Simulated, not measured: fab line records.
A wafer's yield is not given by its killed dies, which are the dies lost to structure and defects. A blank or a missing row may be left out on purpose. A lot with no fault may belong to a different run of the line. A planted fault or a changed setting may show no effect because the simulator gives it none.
A lot that was struck, set against a sound lot | flow gf180mcu | 17 steps out of a route of 602
Sound: wafers L294.3, L294.5, L294.6. Wafers L281.2, L281.3, L281.4 were the ones struck. Last of all comes the cause.
Per side, at each step with rows, come the tool, then ch with its chambers, and then its first start. Under that, the readings that differ: sound wafers | struck wafers | difference of the means | sigmas: that difference in standard deviations of wafers without a fault.
alike: same words and numbers on both sides, and readings whose means sit less than 2 such deviations apart. not compared: any withheld reading, any reading some wafer has no value for, any bound like >300 that may hide the same value, and any number with overlapping values for which the record gives no deviation.
Wherever a step has rows on one side only, a row that says differs or no value, or a row with sigmas, the two part there. Numbers that don't overlap but have no deviation are shown without sigmas and don't part them. Lack of a reading on every wafer of one side parts them only where that side has two or more wafers.

first, 3 steps without rows for these wafers: GF_V5_EXPOSE_11 (exposes mask Via5, target cd 260 nm); GF_V5_PEB_12 (peb time 90 s); GF_V5_DEVELOP_13 (develop time 60 s).
GF_V5_CD_MEAS_14 targets a cd of 260 nm.
  sound on cd sem-01, day 32 16:41; struck on cd sem-02, day 29 11:23
  alike: cd nm
GF_V5_OVL_MEAS_15:
  sound on overlay-02, day 32 16:47; struck on overlay-01, day 29 11:29
  alike: V5_OVL
GF_V5_ETCH_16: etches BARC in N2/H2.
  sound on rie diel-01 ch 0,1,2, day 32 16:48; struck on rie diel-04 ch 0,1,2, day 29 11:31
  alike: bias w, drypump motor current A, oes product au, throttle valve pct
GF_V5_ETCH_17: etches SiO2 in C4F8/O2/Ar, stops on TiN, target depth 855 nm.
  sound: rie diel-01 ch 0,1,2; struck: rie diel-04 ch 0,1,2
  alike: bias w, oes product au
GF_V5_STRIP_18: strips in O2/N2.
  sound on plasma asher-01 ch 0,1, day 32 16:59; struck on plasma asher-01 ch 0,1, day 29 11:40
  alike: drypump motor current A, heater power w, oes product au, platen temp c
  not compared: rf hours counter h
then, 2 steps without rows for these wafers: GF_V5_STRIP_19 (strips in post etch residue remover, time 1200 s); GF_V5_CLEAN_20 (cleans in DIW).
GF_V5_SPUTTER_21: material Ti, target thk 15 nm, time 80.02 s.
  sound on pvd sputter-02, day 32 17:29; struck on pvd sputter-03, day 29 12:13
  alike: throttle valve pct
GF_V5_SPUTTER_22: material TiN, target thk 10 nm, time 40 s.
  sound on pvd sputter-02, day 32 17:33; struck on pvd sputter-03, day 29 12:16
  alike: throttle valve pct
GF_V5_CVD_23: deposits W, target thk 350 nm, time 104.9 s.
  sound on cvd w-01 ch 0,1, day 32 17:38; struck on cvd w-02 ch 0,1, day 29 12:19
  no value came back on the struck wafers for chamber pressure Torr (Torr), heater power outer w (W), heater power w (W); on the sound wafers chamber pressure Torr (Torr) reads 40.04 40.06 40.00
GF_V5_RS_MEAS_24: the measuring method here is four-point-probe.
  sound on film metro-04, day 32 17:44; struck on film metro-02, day 29 12:26
  reading          | sound             | struck               | difference | sigmas
  V5_W_RS (ohm/sq) | 0.327 0.320 0.329 | 43.553 43.306 44.408 | +43.430    | +99 or more
GF_V5_THK_MEAS_25: measures by xrf.
  sound on film metro-04, day 32 17:50; struck on film metro-02, day 29 12:33
  reading       | sound       | struck   | difference | sigmas
  V5_W_THK (nm) | 355 364 354 | <0 <0 <0 | differs    |
GF_V5_CMP_26: polishes, stops on SiO2, t overpolish 15 s, target thk 0 nm.
  sound on cmp-01 ch 0,1, day 32 17:56; struck on cmp-02 ch 0,2,3, day 29 12:41
  reading                | sound    | struck | difference | sigmas
  time to endpoint s (s) | 86 89 86 | 0 5 5  | -84        | -21
  alike: head pressure psi, motor current A
GF_PASSIVATION_PROBE_99:
  record: rows for the struck wafers here (prober-02, day 31 05:48), none for the sound ones

== WHERE THEY PART ==
Last at GF_PASSIVATION_PROBE_99 as far as this record goes, first at GF_V5_CVD_23.

WHY: what had been put in by the simulator
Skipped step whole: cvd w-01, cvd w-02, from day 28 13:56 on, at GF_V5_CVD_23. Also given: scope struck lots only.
